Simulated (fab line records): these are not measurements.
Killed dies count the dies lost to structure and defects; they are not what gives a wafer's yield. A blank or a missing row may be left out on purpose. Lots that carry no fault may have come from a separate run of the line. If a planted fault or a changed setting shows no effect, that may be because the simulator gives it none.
fab line records ; flow sky130
[record] lots = 5; wafers = 15; lastDay = 50
route steps=708 shown POLY_GATE@217
lots that met no fault: from a run of the same line without faults
startH: the number of hours between the record's first day and the start of the first shown wafer of the lot ; waitH: hours since the lot's step before ; " repeats the value in the row above ; L1.1+2: a single row standing in for several wafers ; - value missing, or start not given ; * or withheld: withheld ; < > ~ a bound
route shown NAME@n: NAME is a module with steps in the file, n the number in the route of the first one ; usual: mean/standard deviation taken from wafers without a fault ; same: alike in all rows ; chamber/n: place in a boat ; sites: readings site by site ; _std_site: standard deviation of those values ; _edge_site: inner sites' mean taken away from outer sites' mean ; radiusMm: how far each site lies from the wafer's centre ; mask NAME#n: copy n ; behind: the last tool/chamber to shape the wafer ; hold: why the lot was held/for how many hours/how that ended ; device: names the non-switching transistor (n, p or np) ; end of line: tests run on the same wafers once the route is complete ; step lacking rows: just its recipe ; killed: dies that structure and defects cost at the first sort, which is not the same as the wafer's yield ; map: the dies of a wafer, with x for killed, . for not killed, _ for no die there
set.NAME: the setting that was run; set.NAME@STEP: the one run at that earlier step ; model.NAME: the simulator's own value behind a step, which no gauge read
lots at some steps of the route; a table a step, a row a wafer
services: from which hour (startH, from the record's first day; less than 0 if before it) a tool's chamber was out of use, for how many hours, and why
[[steps]]
[step SKY_POLY_GATE_CVD_03]
[recipe] material = Si3N4; precursor = DCS/NH3; targetThkNm = 75; tempC = 770; timeS = 1290; pressureMtorr = 250
[step SKY_POLY_GATE_THK_MEAS_04]
[recipe] reads = Si3N4_of_POLY_GATE_CVD_03
[usual] POLY_GATE_CVD_03_THK = 75.5/0.78
lot.wafer;tool;chamber;startH;waitH;POLY_GATE_CVD_03_THK[nm]
L836.1;filmMetro-03;-;386.72;0.0;75.6
L836.5;filmMetro-03;-;386.72;0.0;75.7
L836.6;filmMetro-03;-;386.72;0.0;75.4
L837.2;filmMetro-02;-;389.14;0.0;74.5
L837.4;filmMetro-02;-;389.14;0.0;74.9
L837.5;filmMetro-02;-;389.14;0.0;74.7
L841.1;filmMetro-03;-;428.26;0.0;76.4
L841.4;filmMetro-03;-;428.26;0.0;76.3
L841.6;filmMetro-03;-;428.26;0.0;76.3
L842.1;filmMetro-02;-;432.45;0.0;75.6
L842.2;filmMetro-02;-;432.45;0.0;75.7
L842.5;filmMetro-02;-;432.45;0.0;75.7
L853.1;filmMetro-02;-;533.40;0.0;75.2
L853.3;filmMetro-02;-;533.40;0.0;75.3
L853.6;filmMetro-02;-;533.40;0.0;75.2
[step SKY_POLY_GATE_DEHYDRATE_05]
[recipe] tempC = 200; timeS = 60
[step SKY_POLY_GATE_HMDS_06]
[recipe] primeTimeS = 60; primeTempC = 120
[step SKY_POLY_GATE_COAT_07]
[recipe] resist = BARC; tempC = withheld; timeS = withheld; spinRpm = 3000; resistThkNm = 110
[step SKY_POLY_GATE_COAT_08]
[recipe] resist = KrF-thick; spinRpm = 3000; resistThkNm = 450
[step SKY_POLY_GATE_SOFTBAKE_09]
[recipe] tempC = 100; timeS = 90; resist = KrF-thick
[step SKY_POLY_GATE_EXPOSE_10]
[recipe] maskId = P1M; na = 0.68; sourceShape = conventional; sigmaOuter = 0.6; targetCdNm = 150; doseMj = 28
[step SKY_POLY_GATE_PEB_11]
[recipe] pebTempC = withheld; pebTimeS = withheld; resist = KrF-thick
[step SKY_POLY_GATE_DEVELOP_12]
[recipe] developTimeS = 60; resist = KrF-thick; devTempC = 21
[step SKY_POLY_GATE_CD_MEAS_13]
[recipe] targetCdNm = 150
[usual] cdNm = 150.2/1.3
lot.wafer;tool;chamber;startH;waitH;cdNm
L836.1;cdSem-01;-;417.69;-;151.7
L836.5;cdSem-01;-;417.69;-;151.9
L836.6;cdSem-01;-;417.69;-;153.2
L837.2;cdSem-01;-;419.86;-;149.0
L837.4;cdSem-01;-;419.86;-;148.6
L837.5;cdSem-01;-;419.86;-;148.5
L841.1;cdSem-02;-;458.94;-;151.4
L841.4;cdSem-02;-;458.94;-;150.7
L841.6;cdSem-02;-;458.94;-;150.5
L842.1;cdSem-01;-;463.94;-;149.2
L842.2;cdSem-01;-;463.94;-;149.9
L842.5;cdSem-01;-;463.94;-;149.4
L853.1;cdSem-01;-;562.94;-;150.7
L853.3;cdSem-01;-;562.94;-;149.0
L853.6;cdSem-01;-;562.94;-;150.2
[step SKY_POLY_GATE_OVL_MEAS_14]
[usual] POLY_GATE_OVL = 2/5.5
lot.wafer;tool;chamber;startH;waitH;POLY_GATE_OVL[nm]
L836.1;overlay-02;-;417.81;0.1;2
L836.5;overlay-02;-;417.81;0.1;0
L836.6;overlay-02;-;417.81;0.1;6
L837.2;overlay-01;-;419.96;0.1;-2
L837.4;overlay-01;-;419.96;0.1;2
L837.5;overlay-01;-;419.96;0.1;1
L841.1;overlay-02;-;459.06;0.1;-1
L841.4;overlay-02;-;459.06;0.1;12
L841.6;overlay-02;-;459.06;0.1;0
L842.1;overlay-01;-;464.06;0.1;4
L842.2;overlay-01;-;464.06;0.1;13
L842.5;overlay-01;-;464.06;0.1;4
L853.1;overlay-01;-;563.06;0.1;-1
L853.3;overlay-01;-;563.06;0.1;2
L853.6;overlay-01;-;563.06;0.1;-4
[step SKY_POLY_GATE_ETCH_15]
[recipe] chemistry = N2/H2; target = BARC; ionEnergyEv = 200; sourceW = 500; biasW = 100; pressureMtorr = 30; n2FlowSccm = 100; h2FlowSccm = 200; stopOn = SiO2; timeS = 118.5; targetDepthA = 1100
[usual] biasW = 100.06/0.3; drypumpMotorCurrentA = 5.8/0.39; h2FlowSccm = 200.0/0.59; oesProductAu = 0.717/0.0046; throttleValvePct = 13.212/0.01
lot.wafer;tool;chamber;startH;waitH;biasW;drypumpMotorCurrentA;h2FlowSccm;oesProductAu;rfHoursCounterH;throttleValvePct;model.KrF-thick_of_POLY_GATE_COAT_08.thkNm
L836.1;rieDiel-04;0;417.84;0.0;100.18;5.1;198.4;0.717;76;13.201;340.7
L836.5;rieDiel-04;1;417.84;0.0;99.96;5.7;199.3;0.713;-;13.197;340.7
L836.6;rieDiel-04;2;417.84;0.0;99.85;6.3;200.9;0.719;-;13.213;338.8
L837.2;rieDiel-04;1;419.99;0.0;100.65;5.7;200.6;0.717;58;13.200;340.9
L837.4;rieDiel-04;0;419.99;0.0;100.25;5.1;199.8;0.713;76;13.201;342.6
L837.5;rieDiel-04;2;419.99;0.0;99.86;6.3;199.9;0.713;-;13.210;338.9
L841.1;rieDiel-01;0;459.09;0.0;100.10;6.2;200.8;0.712;1;13.217;345
L841.4;rieDiel-01;1;459.09;0.0;100.23;5.8;200.3;0.715;13;13.228;346.3
L841.6;rieDiel-01;3;459.09;0.0;99.96;5.8;199.2;0.710;-;13.205;340.7
L842.1;rieDiel-03;3;464.09;0.0;99.85;5.9;200.4;0.719;4;13.203;346.1
L842.2;rieDiel-03;2;464.09;0.0;100.23;5.4;201.0;0.719;11;13.218;341.6
L842.5;rieDiel-03;3;464.09;0.0;99.79;5.9;199.7;0.714;-;13.200;342.1
L853.1;rieDiel-01;0;563.09;0.0;76.43;6.1;200.1;0.712;3;13.214;353
L853.3;rieDiel-01;3;563.09;0.0;99.93;5.8;200.3;0.716;63;13.207;342.3
L853.6;rieDiel-01;1;563.09;0.0;99.70;5.8;199.0;0.719;-;13.237;343.9
[step SKY_POLY_GATE_ETCH_16]
[recipe] stopOn = poly-Si; chemistry = CH3F/O2; target = Si3N4; sourceW = 400; biasW = 80; pressureMtorr = 25; ch3fFlowSccm = 40; O2_flow_sccm = 30; timeS = 147.5; targetDepthA = 750
[usual] biasW = 79.98/0.25; drypumpMotorCurrentA = 5.7/0.39; oesProductAu = 0.643/0.0052; throttleValvePct = 10.536/0.0099
lot.wafer;tool;chamber;startH;waitH;biasW;drypumpMotorCurrentA;oesProductAu;rfHoursCounterH;throttleValvePct
L836.1;rieDiel-04;0;417.93;0.0;80.03;5.1;0.642;76;10.539
L836.5;rieDiel-04;1;417.93;0.0;79.78;5.7;0.643;-;10.515
L836.6;rieDiel-04;2;417.93;0.0;80.02;6.2;0.646;-;10.529
L837.2;rieDiel-04;1;420.08;0.0;79.92;5.7;0.636;58;10.545
L837.4;rieDiel-04;0;420.08;0.0;79.73;5.1;0.641;76;10.547
L837.5;rieDiel-04;2;420.08;0.0;79.98;6.3;0.642;-;10.533
L841.1;rieDiel-01;0;459.18;0.0;80.33;6.1;0.645;1;10.540
L841.4;rieDiel-01;1;459.18;0.0;80.02;5.7;0.651;13;10.550
L841.6;rieDiel-01;3;459.18;0.0;79.65;5.8;0.639;-;10.543
L842.1;rieDiel-03;3;464.22;0.1;80.22;5.9;0.639;4;10.538
L842.2;rieDiel-03;2;464.22;0.1;80.26;5.4;0.652;11;10.538
L842.5;rieDiel-03;3;464.22;0.1;79.80;5.9;0.637;-;10.533
L853.1;rieDiel-01;0;563.17;0.0;79.80;6.1;0.640;3;10.530
L853.3;rieDiel-01;3;563.17;0.0;79.78;5.8;0.645;63;10.535
L853.6;rieDiel-01;1;563.17;0.0;80.05;5.8;0.649;-;10.521
[step SKY_POLY_GATE_ETCH_17]
[recipe] targetDepthNm = 180; stopOn = SiO2; overEtchFrac = 0.56667; chemistry = HBr/Cl2; target = poly-Si; icpW = 400; biasW = 100; pressureMtorr = 10; HBr_flow_sccm = 150; Cl2_flow_sccm = 50; timeS = 70.5
[usual] biasW = 100.01/0.29; drypumpMotorCurrentA = 5.8/0.48; oesProductAu = 0.984/0.007; throttleValvePct = 33.686/0.0086
lot.wafer;tool;chamber;startH;waitH;biasW;drypumpMotorCurrentA;oesProductAu;rfHoursCounterH;throttleValvePct;model.KrF-thick_of_POLY_GATE_COAT_08.thkNm
L836.1;rieSi-01;0;418.02;0.0;100.39;5.9;0.979;26;33.672;134.6
L836.5;rieSi-01;1;418.02;0.0;99.84;5.6;0.976;-;33.701;133.4
L836.6;rieSi-01;0;418.02;0.0;100.53;5.9;0.981;-;33.700;129.6
L837.2;rieSi-02;1;420.17;0.0;99.91;4.8;0.983;0;33.704;133.3
L837.4;rieSi-02;3;420.17;0.0;99.47;5.9;0.987;-;33.696;134.1
L837.5;rieSi-02;0;420.17;0.0;99.90;5.5;0.973;-;33.692;129.9
L841.1;rieSi-01;1;459.27;0.0;100.02;5.6;0.975;2;33.698;143.4
L841.4;rieSi-01;0;459.27;0.0;100.44;5.9;0.974;26;33.677;144.8
L841.6;rieSi-01;1;459.27;0.0;100.34;5.6;0.977;-;33.694;135
L842.1;rieSi-01;3;464.36;0.1;99.66;6.1;0.980;44;33.692;143.4
L842.2;rieSi-01;1;464.36;0.1;99.58;5.6;0.979;2;33.695;136.1
L842.5;rieSi-01;1;464.36;0.1;99.69;5.6;0.985;-;33.694;139
L853.1;rieSi-01;2;563.27;0.0;100.63;6.6;0.984;0;33.681;149.1
L853.3;rieSi-01;0;563.27;0.0;100.10;5.9;0.974;27;33.683;137.5
L853.6;rieSi-01;0;563.27;0.0;99.60;5.9;0.982;-;33.682;140.6
[step SKY_POLY_GATE_STRIP_18]
[recipe] chemistry = O2/N2; powerW = 1400; pressureMtorr = 1500; platenTempC = withheld; o2FlowSccm = 3000; n2FlowSccm = 300; overashFraction = 0.5
[usual] drypumpMotorCurrentA = 5.6/0.6; oesProductAu = 0.361/0.005; stripTimeToEndpointS = 3.16/0.049
lot.wafer;tool;chamber;startH;waitH;drypumpMotorCurrentA;oesProductAu;rfHoursCounterH;stripTimeToEndpointS
L836.1;plasmaAsher-02;1;418.08;0.0;5.4;0.373;72;3.12
L836.5;plasmaAsher-02;0;418.08;0.0;4.9;0.360;-;3.09
L836.6;plasmaAsher-02;1;418.08;0.0;5.4;0.359;-;3.06
L837.2;plasmaAsher-03;0;420.23;0.0;4.9;0.360;30;3.09
L837.4;plasmaAsher-03;1;420.23;0.0;6.3;0.358;-;3.09
L837.5;plasmaAsher-03;1;420.23;0.0;6.3;0.351;-;3.06
L841.1;plasmaAsher-03;1;459.33;0.0;6.3;0.361;34;3.23
L841.4;plasmaAsher-03;1;459.33;0.0;6.3;0.362;-;3.22
L841.6;plasmaAsher-03;1;459.33;0.0;6.3;0.360;-;3.11
L842.1;plasmaAsher-03;0;464.42;0.0;4.9;0.359;34;3.20
L842.2;plasmaAsher-03;1;464.42;0.0;6.3;0.353;34;3.14
L842.5;plasmaAsher-03;1;464.42;0.0;6.3;0.360;-;3.16
L853.1;plasmaAsher-01;1;563.33;0.0;5.6;0.359;87;3.25
L853.3;plasmaAsher-01;0;563.33;0.0;6.4;0.359;-;3.12
L853.6;plasmaAsher-01;1;563.33;0.0;5.6;0.356;-;3.16
[[services]]
tool;chamber;startH;hours;kind
rieDiel-03;3;394.23;6.4;repair
rieDiel-01;1;398.59;2.4;repair
rieSi-01;0;412.37;3.3;repair
rieDiel-01;-;412.76;2.8;pm
plasmaAsher-02;-;421.25;9.0;pm
rieDiel-04;3;428.26;2.0;repair
plasmaAsher-02;-;436.40;1.2;repair
rieSi-02;-;437.65;2.8;pm
rieSi-01;1;437.72;11.8;repair
rieDiel-01;2;439.65;8.7;repair
rieSi-01;0;440.12;13.9;repair
rieDiel-03;0;457.09;44.6;repair
rieDiel-03;1;457.36;15.0;repair
rieSi-01;2;461.05;-;clean
rieSi-01;2;461.05;13.7;scheduledDown
rieDiel-04;0;461.89;11.9;repair
rieDiel-01;3;468.79;8.2;repair
rieSi-01;1;485.50;7.6;repair
rieDiel-03;2;489.26;5.8;repair
rieDiel-03;-;490.85;4.2;repair
plasmaAsher-02;-;498.19;2.2;repair
rieDiel-01;0;516.60;16.0;repair
rieDiel-01;3;539.05;3.9;repair
rieSi-02;-;540.95;2.7;repair
[[key]]
[firstSign] step = SKY_POLY_GATE_ETCH_15; reading = biasW; direction = down; sigmas = 80; usual = 100.06; struck = 76.43
effect none on later readings
[modelEffect] step = SKY_POLY_GATE_ETCH_15; value = KrF-thick_of_POLY_GATE_COAT_08.thkNm; without = 345.9; struck = 353
[modelEffect] step = SKY_POLY_GATE_ETCH_17; value = KrF-thick_of_POLY_GATE_COAT_08.thkNm; without = 142; struck = 149.1
metAt SKY_POLY_GATE_ETCH_15
struckWafers L853.1
testerLeftOut L853
onsetBetween 459.09 563.09
[fault] kind = processParameterDrift; tool = rieDiel-01; chamber = 0; onsetH = 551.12; steps = SKY_POLY_GATE_ETCH_15; channel = biasW; offset = -23.957; shape = step; endH = 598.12; actsIn = theseRecipesOnly; stated = 100
// testerLeftOut: of these lots the tester's yield and bins aren't shown, on N5 and GAA mostly nor the transistor test; their killed dies are dies lost to structure and defects alone, not to doping, threshold or leakage, so they don't give the yield
